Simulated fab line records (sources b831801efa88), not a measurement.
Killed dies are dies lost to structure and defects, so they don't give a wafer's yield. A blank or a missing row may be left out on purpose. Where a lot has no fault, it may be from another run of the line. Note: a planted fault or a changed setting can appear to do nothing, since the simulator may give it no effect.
The same fault as seen by 2 desks | flow gf180mcu | each desk has only its own numbers; what lay behind them comes last

== METROLOGY DESK ==
Lot by lot, what the gauges showed, no matter which tool ran the lot: averages of those sampled wafers that carry a number. If a lot's mean is further than 4 standard deviations from the usual mean, the lot is out of limits and carries the mark OUT (the distance appears in the brackets).
Columns: A = DNWELL_TW at GF_DNWELL_TW_MEAS_09, usual 1361; B = NWELL_OVL at GF_NWELL_OVL_MEAS_07, usual 0.0 nm
lot  | first seen here | A    | B
L532 | day 3 11:25     | 1361 | 2.5
L533 | day 3 18:02     | 1372 | 1.5
L539 | day 4 19:32     | 1353 | 0.5
L542 | day 5 11:31     | 1375 | -1.4
L549 | day 6 22:32     | 1351 | -1.1
L551 | day 7 10:48     | 1371 | 2.7
This desk's verdict: no lot among the 6 shows anything out of limits.

== TOOL OWNER'S DESK, implanter-03 ==
The tool's own readings at GF_NWELL_IMPLANT_08: means of the sampled wafers that have a number, for each lot that ran on this tool. If a lot's mean is further than 4 standard deviations from the usual mean, the lot is out of limits and carries the mark OUT (the distance appears in the brackets).
Columns: A = beam energy keV at GF_NWELL_IMPLANT_08, usual 449.99
lot  | first seen here | A
L532 | day 3 23:31     | 449.89
L539 | day 5 09:42     | 431.11 (-99 or more) OUT
L542 | day 6 01:59     | 431.32 (-99 or more) OUT
This desk finds L539, L542 out of limits, L539 being first, at day 5 09:42 (beam energy keV at GF_NWELL_IMPLANT_08). In limits: L532.

== ALL TOGETHER ==
An alarm could have come from the tool owner's desk at day 5 09:42, on L539, L542.
The metrology desk saw nothing out of limits.
The metrology desk holds a record of L539, L542, inside its limits.
On implanter-03, each named lot ran GF_NWELL_IMPLANT_08.

== WHAT THE SIMULATOR HAD INSERTED ==
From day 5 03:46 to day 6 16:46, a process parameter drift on implanter-03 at GF_NWELL_IMPLANT_08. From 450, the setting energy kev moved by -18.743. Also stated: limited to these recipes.
Lots struck among those shown: L539, L542.
How many hours passed from the start of the fault until each desk's first out-of-limits reading: the tool owner's desk, 6.
